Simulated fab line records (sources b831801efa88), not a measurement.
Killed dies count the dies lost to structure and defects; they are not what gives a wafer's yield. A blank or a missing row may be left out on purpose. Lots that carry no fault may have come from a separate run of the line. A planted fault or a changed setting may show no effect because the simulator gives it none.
Lot-split experiment || flow sky130 || route with 708 steps; 5 lots, 23 wafers read

== ON THE SPLIT ==
At SKY_PAD_OPEN_COAT_02 (resist thk 3000 nm), the setting spinRpm was moved away from the recipe's 2000 rpm on 6 of the 23 wafers read, by +3.4% to +5.0%. For the rest of the wafers, this setting stayed at what the recipe calls for.

Reading taken at the split's own step.

== THE READING ==
coat_of_PAD_OPEN_COAT_02.thkNm (the simulator's own value, which no gauge read), in nm, at SKY_PAD_OPEN_COAT_02 (resist thk 3000 nm). There is no usual value for it anywhere in the file. The 17 wafers here that ran the recipe average 3002 nm, standard deviation 7.2 nm.

{"wafer": "L076.1", "tool, chamber at the split": "lithoTrack-04, 0", "spinRpm as run, rpm": 2000, "against the recipe": "recipe", "coat_of_PAD_OPEN_COAT_02.thkNm, nm": 2993, "against lot-mates on the recipe": "-"}
{"wafer": "L076.2", "tool, chamber at the split": "lithoTrack-04, 0", "spinRpm as run, rpm": 2000, "against the recipe": "recipe", "coat_of_PAD_OPEN_COAT_02.thkNm, nm": 2995, "against lot-mates on the recipe": "-"}
{"wafer": "L076.5", "tool, chamber at the split": "lithoTrack-04, 0", "spinRpm as run, rpm": 2000, "against the recipe": "recipe", "coat_of_PAD_OPEN_COAT_02.thkNm, nm": 2995, "against lot-mates on the recipe": "-"}
{"wafer": "L076.3", "tool, chamber at the split": "lithoTrack-04, 0", "spinRpm as run, rpm": 2000, "against the recipe": "recipe", "coat_of_PAD_OPEN_COAT_02.thkNm, nm": 2996, "against lot-mates on the recipe": "-"}
{"wafer": "L076.6", "tool, chamber at the split": "lithoTrack-04, 0", "spinRpm as run, rpm": 2000, "against the recipe": "recipe", "coat_of_PAD_OPEN_COAT_02.thkNm, nm": 3001, "against lot-mates on the recipe": "-"}
{"wafer": "L080.1", "tool, chamber at the split": "lithoTrack-03, 0", "spinRpm as run, rpm": 2099, "against the recipe": "+5.0%", "coat_of_PAD_OPEN_COAT_02.thkNm, nm": 2932, "against lot-mates on the recipe": -74}
{"wafer": "L080.3", "tool, chamber at the split": "lithoTrack-03, 0", "spinRpm as run, rpm": 2000, "against the recipe": "recipe", "coat_of_PAD_OPEN_COAT_02.thkNm, nm": 3005, "against lot-mates on the recipe": "-"}
{"wafer": "L080.4", "tool, chamber at the split": "lithoTrack-03, 0", "spinRpm as run, rpm": 2000, "against the recipe": "recipe", "coat_of_PAD_OPEN_COAT_02.thkNm, nm": 3008, "against lot-mates on the recipe": "-"}
{"wafer": "L080.5", "tool, chamber at the split": "lithoTrack-03, 0", "spinRpm as run, rpm": 2099, "against the recipe": "+5.0%", "coat_of_PAD_OPEN_COAT_02.thkNm, nm": 2928, "against lot-mates on the recipe": -78}
{"wafer": "L080.6", "tool, chamber at the split": "lithoTrack-03, 0", "spinRpm as run, rpm": 2099, "against the recipe": "+5.0%", "coat_of_PAD_OPEN_COAT_02.thkNm, nm": 2929, "against lot-mates on the recipe": -78}
{"wafer": "L082.1", "tool, chamber at the split": "lithoTrack-03, 0", "spinRpm as run, rpm": 2000, "against the recipe": "recipe", "coat_of_PAD_OPEN_COAT_02.thkNm, nm": 3002, "against lot-mates on the recipe": "-"}
{"wafer": "L082.2", "tool, chamber at the split": "lithoTrack-03, 0", "spinRpm as run, rpm": 2000, "against the recipe": "recipe", "coat_of_PAD_OPEN_COAT_02.thkNm, nm": 3011, "against lot-mates on the recipe": "-"}
{"wafer": "L082.3", "tool, chamber at the split": "lithoTrack-03, 0", "spinRpm as run, rpm": 2000, "against the recipe": "recipe", "coat_of_PAD_OPEN_COAT_02.thkNm, nm": 3009, "against lot-mates on the recipe": "-"}
{"wafer": "L082.5", "tool, chamber at the split": "lithoTrack-03, 0", "spinRpm as run, rpm": 2000, "against the recipe": "recipe", "coat_of_PAD_OPEN_COAT_02.thkNm, nm": 3010, "against lot-mates on the recipe": "-"}
{"wafer": "L082.6", "tool, chamber at the split": "lithoTrack-03, 0", "spinRpm as run, rpm": 2000, "against the recipe": "recipe", "coat_of_PAD_OPEN_COAT_02.thkNm, nm": 2999, "against lot-mates on the recipe": "-"}
{"wafer": "L083.4", "tool, chamber at the split": "lithoTrack-03, 0", "spinRpm as run, rpm": 2000, "against the recipe": "recipe", "coat_of_PAD_OPEN_COAT_02.thkNm, nm": 3001, "against lot-mates on the recipe": "-"}
{"wafer": "L083.5", "tool, chamber at the split": "lithoTrack-03, 0", "spinRpm as run, rpm": 2000, "against the recipe": "recipe", "coat_of_PAD_OPEN_COAT_02.thkNm, nm": 2987, "against lot-mates on the recipe": "-"}
{"wafer": "L083.6", "tool, chamber at the split": "lithoTrack-03, 0", "spinRpm as run, rpm": 2000, "against the recipe": "recipe", "coat_of_PAD_OPEN_COAT_02.thkNm, nm": 3003, "against lot-mates on the recipe": "-"}
{"wafer": "L085.2", "tool, chamber at the split": "lithoTrack-03, 0", "spinRpm as run, rpm": 2000, "against the recipe": "recipe", "coat_of_PAD_OPEN_COAT_02.thkNm, nm": 3014, "against lot-mates on the recipe": "-"}
{"wafer": "L085.3", "tool, chamber at the split": "lithoTrack-03, 0", "spinRpm as run, rpm": 2000, "against the recipe": "recipe", "coat_of_PAD_OPEN_COAT_02.thkNm, nm": 3008, "against lot-mates on the recipe": "-"}
{"wafer": "L085.4", "tool, chamber at the split": "lithoTrack-03, 0", "spinRpm as run, rpm": 2068, "against the recipe": "+3.4%", "coat_of_PAD_OPEN_COAT_02.thkNm, nm": 2965, "against lot-mates on the recipe": -46}
{"wafer": "L085.5", "tool, chamber at the split": "lithoTrack-03, 0", "spinRpm as run, rpm": 2068, "against the recipe": "+3.4%", "coat_of_PAD_OPEN_COAT_02.thkNm, nm": 2957, "against lot-mates on the recipe": -54}
{"wafer": "L085.6", "tool, chamber at the split": "lithoTrack-03, 0", "spinRpm as run, rpm": 2068, "against the recipe": "+3.4%", "coat_of_PAD_OPEN_COAT_02.thkNm, nm": 2970, "against lot-mates on the recipe": -41}

THE FIT
A straight line over all 23 wafers: coat_of_PAD_OPEN_COAT_02.thkNm changes by -13.7 nm for each +1% of spinRpm; r = -0.96; the points scatter about the line by 7.7 nm.
The same after taking each lot's own level away (the mean of its wafers on the recipe; 23 wafers): -15 nm for each +1%; r = -0.99; scatter 4.8 nm.
That fit puts the effect of the largest move of spinRpm on the reading at 74 nm.
The span of the lots' own levels, 2996.0 to 3011.0 nm, comes to 2.1 times the standard deviation stated above.
The two slopes are in agreement: the lot-to-lot level therefore moves the slope only a little.
Check: with one of the wafers moved furthest among these (+5.0%) left out of the fit, the line predicts -74.1 nm for it against its lot-mates. It came out at -74.5 nm against them.

== FURTHER SPLITS ON THESE WAFERS ==
Other splits were also applied to these wafers ahead of the reading. Each is held against what the fit with the lots' levels taken away leaves over:
{"other split on the same wafers": "SKY_CAP2M_SPUTTER_02 powerW", "wafers away from the commonest value": 11, "r with coat_of_PAD_OPEN_COAT_02.thkNm (lot level and that fit taken away)": "+0.25"}
{"other split on the same wafers": "SKY_METAL4_METAL_ETCH_18 icpW", "wafers away from the commonest value": 8, "r with coat_of_PAD_OPEN_COAT_02.thkNm (lot level and that fit taken away)": -0.18}
{"other split on the same wafers": "SKY_VIA4_SOFTBAKE_07 tempC", "wafers away from the commonest value": 10, "r with coat_of_PAD_OPEN_COAT_02.thkNm (lot level and that fit taken away)": -0.09}
{"other split on the same wafers": "SKY_VIA4_SPUTTER_17 timeS", "wafers away from the commonest value": 6, "r with coat_of_PAD_OPEN_COAT_02.thkNm (lot level and that fit taken away)": "+0.39"}
{"other split on the same wafers": "SKY_METAL5_EXPOSE_11 doseMj", "wafers away from the commonest value": 9, "r with coat_of_PAD_OPEN_COAT_02.thkNm (lot level and that fit taken away)": "+0.01"}

== THE FILE'S OWN FIT ==
coat_of_PAD_OPEN_COAT_02.thkNm changes by -15 nm for each +1% of spinRpm, r = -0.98.
